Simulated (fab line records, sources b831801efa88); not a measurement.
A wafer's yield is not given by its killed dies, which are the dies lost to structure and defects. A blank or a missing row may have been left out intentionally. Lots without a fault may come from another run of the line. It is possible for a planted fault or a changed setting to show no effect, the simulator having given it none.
Comparing a struck lot with a sound one | flow sky130 | 15 out of 708 route steps
Sound: the wafers L896.2, L896.3, L896.5. Wafers struck: L904.3, L904.4, L904.6. Last of all comes the cause.
At each step with rows: each side's tool, then ch and its chambers, then its first start. Under that, the readings that differ: sound wafers | struck wafers | difference of the means | sigmas: that difference in standard deviations of wafers without a fault.
alike: readings with means less than 2 such deviations apart, plus words and numbers identical on both sides. not compared: withheld readings, readings lacking a value on some wafer, bounds such as >300 that could conceal the same value, and numbers that have no deviation in the record and whose values overlap.
A row with sigmas, a row that says differs or no value, or rows on one side alone: a step with any of these is where the two part. Numbers that don't overlap but have no deviation are shown without sigmas and don't part them. Lack of a reading on every wafer of one side parts them only where that side has two or more wafers.

SKY_LDD_HVP_OVL_MEAS_07:
  sound on overlay-01, day 20 18:38; struck on overlay-02, day 24 11:23
  alike: LDD_HVP_OVL
following that, these wafers have no rows for 1 step: SKY_LDD_HVP_IMPLANT_08.
SKY_LDD_HVP_STRIP_09: strips in O2/N2.
  sound on plasma_asher-03 ch 0,1, day 20 18:49; struck on plasma_asher-03 ch 0,1, day 24 11:35
  alike: drypump_motor_current_A, oes_product_au, strip_time_to_endpoint_s
  not compared: rf_hours_counter_h
SKY_LDD_HVP_TW_MEAS_10:
  sound on film_metro-01, day 20 18:55; struck on film_metro-03, day 24 11:41
  reading    | sound             | struck            | difference | sigmas
  LDD_HVP_TW | 461.9 459.6 461.6 | 452.8 455.4 454.5 | -6.8       | -2
then, 7 steps without rows for these wafers: SKY_LDD_LDN_DEHYDRATE_00 (time 60 s); SKY_LDD_LDN_HMDS_01 (prime time 60 s); SKY_LDD_LDN_COAT_02 (resist thk 1140 nm); SKY_LDD_LDN_SOFTBAKE_03 (time 60 s); SKY_LDD_LDN_EXPOSE_04 (exposes mask LDNTM, target cd 700 nm); SKY_LDD_LDN_PEB_05; SKY_LDD_LDN_DEVELOP_06 (develop time 60 s).
SKY_LDD_LDN_OVL_MEAS_07:
  sound on overlay-02, day 22 01:02; struck on overlay-01, day 25 16:33
  alike: LDD_LDN_OVL
SKY_LDD_LDN_IMPLANT_08:
  sound on implanter-01 ch 0, day 22 01:06; struck on implanter-04 ch 0, day 25 16:37
  reading       | sound                            | struck                           | difference  | sigmas
  dose_ions_cm2 | 1.2496e+13 1.2494e+13 1.2489e+13 | 1.2802e+13 1.2764e+13 1.2786e+13 | +2.9100e+11 | +22
following that, these wafers have no rows for 1 step: SKY_LDD_LDN_IMPLANT_09.
-- the record jumps here: 22 days lie between the struck wafers' starts before and after (it left off in module LDD_LDN and takes up again in module PAD_OPEN, whose first step shown is number 708 of the route) --
SKY_PAD_OPEN_PROBE_99:
  sound on prober-02, day 45 02:26; struck on prober-02, day 47 16:39
  alike: killed_at_M0_to_M3, killed_at_M4_up, killed_at_contacts, killed_at_front_end, killed_at_other, killed_dies, killed_open, killed_short

WHERE THEY PART
Last at SKY_LDD_LDN_IMPLANT_08 as far as this record goes, first at SKY_LDD_HVP_TW_MEAS_10. Later steps at which nothing parts them and some readings are alike: SKY_PAD_OPEN_PROBE_99.

WHY: the cause the simulator had injected
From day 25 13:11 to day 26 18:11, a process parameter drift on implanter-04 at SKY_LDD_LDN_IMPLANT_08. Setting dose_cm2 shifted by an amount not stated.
